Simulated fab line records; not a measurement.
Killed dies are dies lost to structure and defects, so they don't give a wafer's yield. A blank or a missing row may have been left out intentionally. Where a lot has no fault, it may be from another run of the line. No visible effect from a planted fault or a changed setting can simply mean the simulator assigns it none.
Which of the tools did it? | flow sky130 | 33 wafers from 11 lots sampled at 3 of the route's 708 steps

== WHAT THE GAUGES SHOWED, per wafer ==
SKY_CAP2M_THK_MEAS_01. Usual: CAP2M_CVD_00_THK typically reads 15.44 nm, with standard deviation 0.23.
lot  | measured     | on            | CAP2M_CVD_00_THK (nm) | flag
L223 | day 40 04:51 | film metro-03 | 15.58 15.42 15.64     |
L225 | day 41 04:11 | film metro-04 | 15.08 15.44 15.71     |
L227 | day 41 13:14 | film metro-04 | 15.45 15.60 15.69     |
L233 | day 43 11:16 | film metro-02 | 15.00 15.18 15.39     |
L234 | day 43 13:26 | film metro-02 | 15.56 15.94 15.61     |
L236 | day 44 04:12 | film metro-02 | 15.24 15.05 15.48     |
L238 | day 44 17:11 | film metro-02 | 15.36 15.38 15.31     |
L239 | day 45 05:12 | film metro-02 | 15.32 15.03 15.76     |
L240 | day 45 09:14 | film metro-04 | 15.46 15.41 15.86     |
L242 | day 45 17:13 | film metro-02 | 15.09 15.47 15.78     |
L243 | day 46 01:13 | film metro-02 | 15.22 15.46 15.73     |

== WHICH TOOL RAN EACH LOT (tool, then ch and the chambers of the sampled wafers, then the start) ==
lot  | SKY_METAL4_SPUTTER_02        | SKY_METAL4_SPUTTER_04
L223 | pvd sputter-01, day 40 04:43 | pvd sputter-01, day 40 04:47
L225 | pvd sputter-01, day 41 04:03 | pvd sputter-01, day 41 04:06
L227 | pvd sputter-01, day 41 13:05 | pvd sputter-01, day 41 13:08
L233 | pvd sputter-03, day 43 11:08 | pvd sputter-03, day 43 11:11
L234 | pvd sputter-02, day 43 13:19 | pvd sputter-02, day 43 13:22
L236 | pvd sputter-01, day 44 04:04 | pvd sputter-01, day 44 04:08
L238 | pvd sputter-01, day 44 17:04 | pvd sputter-01, day 44 17:07
L239 | pvd sputter-02, day 45 05:04 | pvd sputter-02, day 45 05:07
L240 | pvd sputter-03, day 45 09:06 | pvd sputter-03, day 45 09:10
L242 | pvd sputter-03, day 45 17:04 | pvd sputter-03, day 45 17:08
L243 | pvd sputter-01, day 46 01:04 | pvd sputter-01, day 46 01:08
- SKY_METAL4_SPUTTER_02: material AlCu, target thk 735 nm, time 39.1 s.
- SKY_METAL4_SPUTTER_04: material TiN, target thk 70 nm, time 58.3 s.

== AS READ BY THE TOOLS THEMSELVES (means over the sampled wafers that have a number; for cases with no such wafer, the mark the record gives instead) ==
SKY_METAL4_SPUTTER_02. Usual: chamber pressure pa 0.4000 Pa, standard deviation 0.00087; throttle valve pct 30.1 %, standard deviation 0.79.
lot  | tool           | chamber pressure pa (Pa) | throttle valve pct (%) | flag
L223 | pvd sputter-01 | 0.4007                   | 30.1                   |
L225 | pvd sputter-01 | 0.3995                   | 30.6                   |
L227 | pvd sputter-01 | 0.3995                   | 30.3                   |
L233 | pvd sputter-03 | 0.4000                   | 30.0                   |
L234 | pvd sputter-02 | 0.3999                   | 29.5                   |
L236 | pvd sputter-01 | 0.4001                   | 30.2                   |
L238 | pvd sputter-01 | 0.3995                   | 30.2                   |
L239 | pvd sputter-02 | 0.4004                   | 29.9                   |
L240 | pvd sputter-03 | 0.4012                   | 30.4                   |
L242 | pvd sputter-03 | 0.4017                   | 29.1                   |
L243 | pvd sputter-01 | 0.3998                   | 30.9                   |

SKY_METAL4_SPUTTER_04. Usual: chamber pressure pa 0.4000 Pa, standard deviation 0.0008; throttle valve pct 30.1 %, standard deviation 0.79.
lot  | tool           | chamber pressure pa (Pa) | throttle valve pct (%) | flag
L223 | pvd sputter-01 | 0.4004                   | 30.3                   |
L225 | pvd sputter-01 | 0.3992                   | 30.5                   |
L227 | pvd sputter-01 | 0.4000                   | 30.3                   |
L233 | pvd sputter-03 | 0.3993                   | 30.0                   |
L234 | pvd sputter-02 | 0.4006                   | 29.6                   |
L236 | pvd sputter-01 | 0.3997                   | 30.2                   |
L238 | pvd sputter-01 | 0.4001                   | 30.1                   |
L239 | pvd sputter-02 | 0.4004                   | 29.9                   |
L240 | pvd sputter-03 | 0.4006                   | 30.6                   |
L242 | pvd sputter-03 | 0.4005                   | 29.1                   |
L243 | pvd sputter-01 | 0.3997                   | 30.9                   |

== THE ANSWER, worked out from the rows above alone ==
Rule: a lot is off if the mean of its wafers that have a number lies more than 3 standard deviations from the usual mean. Also off: a lot with no number at a reading for which 4 or more lots have one. All remaining lots with rows at the step are treated as sound. First the gauges in route order, then the tools' own readings, where a lot's mean is used as printed above. At the first step where some lot is off, the reading lying furthest off is the one used; lots without a number count as furthest.
No lot is off at any reading shown: from this, nothing can be told.

== WHAT HAD BEEN PUT IN BY THE SIMULATOR ==
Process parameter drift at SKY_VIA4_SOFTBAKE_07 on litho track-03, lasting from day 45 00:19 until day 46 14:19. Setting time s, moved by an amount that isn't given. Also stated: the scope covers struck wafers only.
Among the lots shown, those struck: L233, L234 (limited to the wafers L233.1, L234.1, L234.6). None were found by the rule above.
